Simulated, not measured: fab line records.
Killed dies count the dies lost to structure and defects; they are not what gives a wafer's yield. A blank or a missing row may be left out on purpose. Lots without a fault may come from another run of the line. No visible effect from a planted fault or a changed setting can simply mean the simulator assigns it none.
Comparing a struck lot with a sound one :: flow sky130 :: 15 out of 708 route steps
Sound: wafers L540.1, L540.2, L540.4. Struck: wafers L550.1, L550.2, L550.5. Last of all comes the cause.
For every step that has rows: the tool of each side, followed by ch and its chambers, followed by its first start. Under that, the readings that differ: sound wafers :: struck wafers :: difference of the means :: sigmas: that difference in standard deviations of wafers without a fault.
alike: words and numbers the same on both sides, and readings whose means are apart by under 2 such deviations; not compared: readings that were withheld, readings missing a value for some wafer, numbers with overlapping values and no deviation given by the record, and bounds like >300 which may hide the same value.
Wherever a step has rows on one side only, a row that says differs or no value, or a row with sigmas, the two part there. Non-overlapping numbers with no deviation appear without sigmas and do not part them. A reading missing from all wafers of one side parts the sides only when that side holds two or more wafers.

first, 3 steps without rows for these wafers: SKY_CONTACT_STRIP_20 (strips in post etch residue remover, time 1200 s); SKY_CONTACT_CLEAN_21 (cleans in IPA, time 180 s); SKY_CONTACT_CLEAN_22 (cleans in O3/DIW).
SKY_CONTACT_SPUTTER_23: material TiN, target thk 20 nm, time 80 s.
  sound on pvdSputter-03 at day 34 00:27; struck on pvdSputter-03 at day 36 13:15
  alike: chamberPressurePa, throttleValvePct
SKY_CONTACT_CVD_24: deposits W, target thk 340 nm, time 102.12 s.
  sound on cvdW-02 ch 0,1, day 34 00:31; struck on cvdW-01 ch 0,1, day 36 13:19
  alike: heaterPowerW
SKY_CONTACT_RS_MEAS_25: measurement is done with a four-point probe.
  sound on filmMetro-03 at day 34 00:37; struck on filmMetro-03 at day 36 13:25
  alike: CONTACT_W_RS
SKY_CONTACT_THK_MEAS_26: measures by xrf.
  sound on filmMetro-03 at day 34 00:44; struck on filmMetro-03 at day 36 13:32
  alike: CONTACT_W_THK
then, 1 step without rows for these wafers: SKY_CONTACT_CMP_27 (polishes, stops on SiO2, t overpolish 15 s, target thk 0 nm).
SKY_METAL1_SPUTTER_00: material Ti, target thk 15 nm, time 10 s.
  sound on pvdSputter-02 at day 34 01:06; struck on pvdSputter-02 at day 36 13:54
  alike: chamberPressurePa, throttleValvePct
SKY_METAL1_SPUTTER_01: material TiN, target thk 20 nm, time 16.7 s.
  sound on pvdSputter-02 at day 34 01:07; struck on pvdSputter-02 at day 36 13:55
  alike: chamberPressurePa, throttleValvePct
SKY_METAL1_SPUTTER_02: material AlCu, target thk 250 nm, time 13.3 s.
  sound on pvdSputter-02 at day 34 01:09; struck on pvdSputter-02 at day 36 13:57
  alike: chamberPressurePa, throttleValvePct
then, 1 step without rows for these wafers: SKY_METAL1_SPUTTER_03 (material Ti, target thk 5 nm, time 3.3 s).
SKY_METAL1_SPUTTER_04: material TiN, target thk 70 nm, time 58.3 s.
  sound on pvdSputter-02 at day 34 01:11; struck on pvdSputter-02 at day 36 13:59
reading: chamberPressurePa (Pa)
sound: 0.3993 0.4005 0.3988
struck: 0.3760 0.3771 0.3770
difference: -0.0228
sigmas: -25
  alike: throttleValvePct
SKY_METAL1_RS_MEAS_05: measurement is done with a four-point probe.
  sound on filmMetro-02 at day 34 01:14; struck on filmMetro-04 at day 36 14:02
  alike: METAL1_ALCU_RS
-- the record jumps here: 13 days lie between the struck wafers' starts before and after (it left off in module METAL1 and takes up again in module PAD_OPEN, whose first step shown is number 708 of the route) --
SKY_PAD_OPEN_PROBE_99:
  only the struck wafers here have rows in the record (prober-01, day 49 11:23); the sound ones have none

WHERE THEY PART
Last at SKY_PAD_OPEN_PROBE_99 as far as this record goes, first at SKY_METAL1_SPUTTER_04.

WHY: whatever the simulator had introduced
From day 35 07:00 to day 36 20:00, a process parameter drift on pvdSputter-02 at SKY_METAL1_SPUTTER_04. From 0.4, the setting chamberPressurePa moved by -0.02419. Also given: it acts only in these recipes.
